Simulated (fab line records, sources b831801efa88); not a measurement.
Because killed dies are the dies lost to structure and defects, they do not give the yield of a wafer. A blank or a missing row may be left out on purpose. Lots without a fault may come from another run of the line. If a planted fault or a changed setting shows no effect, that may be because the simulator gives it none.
Which tool was responsible?    flow sky130    15 lots, 45 wafers sampled, at 5 steps of a route of 708

== WHAT EACH GAUGE READ, for each wafer ==
The record lacks any reading of a measuring or inspecting step that a usual standard deviation could be used to judge.

== WHICH TOOL RAN EACH LOT (tool, then ch and the chambers of the sampled wafers, then the start) ==
lot   SKY_VIA1_CMP_02                SKY_VIA1_ETCH_14                    SKY_VIA1_ETCH_15                    SKY_VIA1_STRIP_16                     SKY_METAL2_SPUTTER_01
L162  cmp-01 ch 0,2,3, day 33 07:28  rie diel-04 ch 0,1,2, day 34 10:19  rie diel-04 ch 0,1,2, day 34 10:22  plasma asher-04 ch 0,1, day 34 10:24  pvd sputter-03, day 34 11:39
L163  cmp-02 ch 0,2,3, day 33 21:45  rie diel-02 ch 0,2,3, day 35 00:35  rie diel-02 ch 0,2,3, day 35 00:38  plasma asher-02 ch 0,1, day 35 00:41  pvd sputter-02, day 35 01:56
L164  cmp-01 ch 1,2, day 34 03:21    rie diel-03 ch 1,3, day 35 05:04    rie diel-03 ch 1,3, day 35 05:07    plasma asher-02 ch 0,1, day 35 05:09  pvd sputter-03, day 35 06:26
L165  cmp-02 ch 1,2, day 34 10:03    rie diel-02 ch 1,2,3, day 35 12:11  rie diel-02 ch 1,2,3, day 35 12:14  plasma asher-03 ch 0,1, day 35 12:19  pvd sputter-03, day 35 13:32
L167  cmp-02 ch 0,2, day 34 23:48    rie diel-02 ch 0,2,3, day 36 02:53  rie diel-02 ch 0,2,3, day 36 02:56  plasma asher-02 ch 0,1, day 36 02:59  pvd sputter-01, day 36 04:22
L168  cmp-01 ch 0,1,2, day 35 20:33  rie diel-04 ch 1,3, day 36 23:34    rie diel-04 ch 1,3, day 36 23:37    plasma asher-04 ch 0,1, day 36 23:41  pvd sputter-01, day 37 00:54
L170  cmp-01 ch 0,1,2, day 36 07:24  rie diel-03 ch 0,2,3, day 37 10:02  rie diel-03 ch 0,2,3, day 37 10:05  plasma asher-04 ch 0,1, day 37 10:10  pvd sputter-03, day 37 11:23
L172  cmp-02 ch 0,1,3, day 37 06:26  rie diel-02 ch 0,1,2, day 38 08:02  rie diel-02 ch 0,1,2, day 38 08:05  plasma asher-03 ch 0,1, day 38 08:08  pvd sputter-01, day 38 09:26
L173  cmp-02 ch 0,1, day 37 08:24    rie diel-02 ch 1,2, day 38 10:25    rie diel-02 ch 1,2, day 38 10:28    plasma asher-02 ch 0,1, day 38 10:32  pvd sputter-02, day 38 11:46
L175  cmp-01 ch 1,2,3, day 37 19:41  rie diel-04 ch 1,2,3, day 38 20:49  rie diel-04 ch 1,2,3, day 38 20:52  plasma asher-04 ch 0,1, day 38 20:55  -
L176  cmp-02 ch 0,2,3, day 37 22:19  rie diel-02 ch 0,1,3, day 38 23:32  rie diel-02 ch 0,1,3, day 38 23:35  plasma asher-04 ch 0,1, day 38 23:38  -
L177  cmp-01 ch 0,1,2, day 38 01:14  rie diel-03 ch 1,2,3, day 39 02:56  rie diel-03 ch 1,2,3, day 39 02:59  plasma asher-03 ch 0,1, day 39 03:02  -
L181  cmp-02 ch 1,2, day 39 02:18    rie diel-04 ch 1,2,3, day 40 02:55  rie diel-04 ch 1,2,3, day 40 02:58  plasma asher-02 ch 0,1, day 40 03:01  pvd sputter-03, day 40 04:15
L184  cmp-01 ch 0,1,3, day 39 12:07  rie diel-04 ch 0,2,3, day 40 13:05  rie diel-04 ch 0,2,3, day 40 13:08  plasma asher-02 ch 0,1, day 40 13:11  pvd sputter-03, day 40 14:26
L185  cmp-01 ch 0,1,2, day 40 05:22  rie diel-03 ch 1,2,3, day 41 06:23  rie diel-03 ch 1,2,3, day 41 06:26  plasma asher-04 ch 1, day 41 06:29    pvd sputter-01, day 41 07:46
- SKY_VIA1_CMP_02: polishes SiO2.
- SKY_VIA1_ETCH_14: etches BARC in N2/H2, stops on SiO2, time 45.9 s, target depth 60 nm.
- SKY_VIA1_ETCH_15: etches SiO2 in C4F8/O2/Ar, stops on TiN, target depth 351 nm, time 54 s.
- SKY_VIA1_STRIP_16: strips in O2/N2.
- SKY_METAL2_SPUTTER_01: material TiN, target thk 20 nm, time 16.7 s.

== WHAT THE TOOLS THEMSELVES READ (means of the sampled wafers that have a number; where no wafer has one, the mark that the record gives instead) ==
SKY_VIA1_CMP_02.
lot   tool    motor current A (A)  retaining ring pressure frac
L162  cmp-01  11.3                 1.002
L163  cmp-02  12.4                 1.000
L164  cmp-01  10.5                 0.998
L165  cmp-02  12.2                 1.002
L167  cmp-02  12.8                 0.996
L168  cmp-01  11.8                 1.002
L170  cmp-01  11.6                 1.000
L172  cmp-02  12.3                 1.001
L173  cmp-02  12.0                 1.000
L175  cmp-01  11.2                 1.002
L176  cmp-02  12.3                 1.003
L177  cmp-01  11.5                 0.995
L181  cmp-02  13.0                 1.004
L184  cmp-01  12.8                 1.003
L185  cmp-01  11.8                 1.002

SKY_VIA1_ETCH_14.
lot   tool         bias w (W)  chamber pressure mTorr (mTorr)  drypump motor current A (A)  oes product au (a.u.)  throttle valve pct (%)
L162  rie diel-04  100.31      30.032                          5.6                          0.857                  13.228
L163  rie diel-02  99.73       30.002                          5.8                          0.851                  13.222
L164  rie diel-03  100.05      30.014                          5.6                          0.852                  13.230
L165  rie diel-02  100.35      30.013                          5.5                          0.852                  13.220
L167  rie diel-02  100.03      30.014                          5.7                          0.853                  13.231
L168  rie diel-04  100.07      29.990                          6.2                          0.856                  13.234
L170  rie diel-03  100.31      30.025                          6.0                          0.852                  13.221
L172  rie diel-02  99.85       30.006                          5.8                          0.861                  13.219
L173  rie diel-02  100.13      30.016                          5.6                          0.856                  13.218
L175  rie diel-04  -           -                               -                            -                      -
L176  rie diel-02  -           -                               -                            -                      -
L177  rie diel-03  -           -                               -                            -                      -
L181  rie diel-04  99.90       29.995                          5.9                          0.855                  13.216
L184  rie diel-04  99.91       30.016                          5.7                          0.857                  13.223
L185  rie diel-03  100.19      29.999                          5.6                          0.850                  13.225

SKY_VIA1_ETCH_15.
lot   tool         bias w (W)  chamber pressure mTorr (mTorr)  oes product au (a.u.)
L162  rie diel-04  1203        40.01                           0.978
L163  rie diel-02  1202        39.99                           0.979
L164  rie diel-03  1201        40.00                           0.980
L165  rie diel-02  1200        39.98                           0.983
L167  rie diel-02  1201        39.97                           0.980
L168  rie diel-04  1203        40.00                           0.979
L170  rie diel-03  1204        40.04                           0.982
L172  rie diel-02  1200        39.97                           0.979
L173  rie diel-02  1200        40.02                           0.980
L175  rie diel-04  1199        40.04                           0.376
L176  rie diel-02  1201        39.98                           0.369
L177  rie diel-03  1204        40.04                           0.376
L181  rie diel-04  1201        39.99                           0.976
L184  rie diel-04  1202        40.00                           0.980
L185  rie diel-03  1199        39.99                           0.982

SKY_VIA1_STRIP_16.
lot   tool             drypump motor current A (A)  oes product au (a.u.)  strip time to endpoint s (s)
L162  plasma asher-04  5.5                          0.415                  4.461
L163  plasma asher-02  5.7                          0.420                  4.477
L164  plasma asher-02  5.7                          0.417                  4.392
L165  plasma asher-03  5.4                          0.418                  4.453
L167  plasma asher-02  6.1                          0.416                  4.433
L168  plasma asher-04  5.7                          0.419                  4.466
L170  plasma asher-04  5.5                          0.416                  4.464
L172  plasma asher-03  5.4                          0.415                  4.440
L173  plasma asher-02  5.7                          0.412                  4.432
L175  plasma asher-04  5.7                          0.434                  4.931
L176  plasma asher-04  5.7                          0.430                  4.888
L177  plasma asher-03  5.3                          0.436                  4.881
L181  plasma asher-02  5.7                          0.412                  4.407
L184  plasma asher-02  6.1                          0.411                  4.474
L185  plasma asher-04  5.8                          0.416                  4.444

SKY_METAL2_SPUTTER_01.
lot   tool            throttle valve pct (%)
L162  pvd sputter-03  30.8
L163  pvd sputter-02  29.9
L164  pvd sputter-03  31.6
L165  pvd sputter-03  30.8
L167  pvd sputter-01  30.5
L168  pvd sputter-01  29.8
L170  pvd sputter-03  31.1
L172  pvd sputter-01  30.2
L173  pvd sputter-02  29.6
L181  pvd sputter-03  30.3
L184  pvd sputter-03  30.5
L185  pvd sputter-01  30.3

== THE ANSWER, worked out from the rows above alone ==
Rule: the lots themselves supply what counts as usual. Put in order of their means at a reading, lots are off if they are a third of the lots or fewer, leave a main group of 4 or more, and stand apart from it by a gap of 3 or more times the standard deviation of the main group's means; of several such gaps the widest counts. A main group whose means are all the same, to the digits that the tables above print for the reading, isn't used. Also off: a lot with no number at a reading for which 4 or more lots have one. Any other lot the step has rows for is counted as sound. The gauges are gone through in route order, then the tools' own readings, and for those a lot's mean is taken as printed above. At the first step where some lot is off, the reading lying furthest off is the one used; lots without a number count as furthest.
Off: L175, L176, L177 (SKY_VIA1_ETCH_14, bias w). Without a number there: L175, L176, L177. The main group has a mean of 100.07 W with a standard deviation of 0.19.
A tool fits if, at that step or a process step before it, it ran every lot that is off, and no sound lot after the first of them. No candidate that was tried fits.

== WHAT THE SIMULATOR PUT IN ==
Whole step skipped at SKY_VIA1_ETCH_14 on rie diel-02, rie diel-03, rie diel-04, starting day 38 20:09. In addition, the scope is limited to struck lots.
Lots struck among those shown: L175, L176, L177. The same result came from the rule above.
